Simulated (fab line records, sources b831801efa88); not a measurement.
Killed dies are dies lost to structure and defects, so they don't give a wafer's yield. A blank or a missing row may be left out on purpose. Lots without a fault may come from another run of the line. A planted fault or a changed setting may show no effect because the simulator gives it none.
One fault seen from 2 desks | flow gf180mcu | each desk has only its own numbers; what lay behind them comes last

THE TOOL OWNER'S DESK: hdpcvd-02
The tool's own readings at GF_V5_CVD_00 (deposits SiO2, target thk 300 nm, time 50 s): means of the sampled wafers that have a number, for each lot that ran on this tool. A lot is out of limits, marked OUT, if its mean lies more than 4 standard deviations from the usual mean; the brackets give that distance.
Columns: A = pressure_mtorr at GF_V5_CVD_00, usual 6.002 mTorr
lot  | first seen here | A
L464 | day 27 11:16    | 5.999
L465 | day 27 13:00    | 6.006
L466 | day 28 03:53    | 6.001
L468 | day 28 11:35    | 6.003
L471 | day 29 05:15    | 6.001
L480 | day 31 13:45    | 6.008
L481 | day 31 20:42    | 5.994
L484 | day 32 14:54    | 6.010
This desk's finding: nothing out of limits on any of the 8 lots.

THE METROLOGY DESK
What the gauges read, lot by lot, whatever tool the lot ran on: means of the sampled wafers that have a number. A lot is out of limits, marked OUT, if its mean lies more than 4 standard deviations from the usual mean; the brackets give that distance.
Columns: A = TOP_METAL_OVL at GF_TOP_METAL_OVL_MEAS_15, usual -0.9 nm; B = PASSIVATION_BOW at GF_PASSIVATION_BOW_MEAS_14, usual 133 um
lot  | first seen here | A    | B
L462 | day 28 01:35    | -1.4 | 149
L463 | day 28 15:21    | 0.2  | 131
L464 | day 29 04:50    | -1.0 | 142
L465 | day 29 06:45    | -0.5 | 123
L466 | day 29 21:53    | -0.3 | 141
L468 | day 30 04:47    | -0.1 | 139
L471 | day 30 20:48    | -2.4 | 139
L479 | day 32 23:26    | -1.3 | 135
L480 | day 33 00:42    | 0.3  | 128
L481 | day 33 09:35    | -3.9 | 124
L483 | day 33 19:06    | -0.2 | 120
L484 | day 34 02:10    | -1.3 | 111
L485 | day 34 07:28    | -3.2 | 130
This desk's finding: nothing out of limits on any of the 13 lots.

PUT TOGETHER
The tool owner's desk saw nothing out of limits.
The metrology desk saw nothing out of limits.

WHAT THE SIMULATOR HAD PUT IN
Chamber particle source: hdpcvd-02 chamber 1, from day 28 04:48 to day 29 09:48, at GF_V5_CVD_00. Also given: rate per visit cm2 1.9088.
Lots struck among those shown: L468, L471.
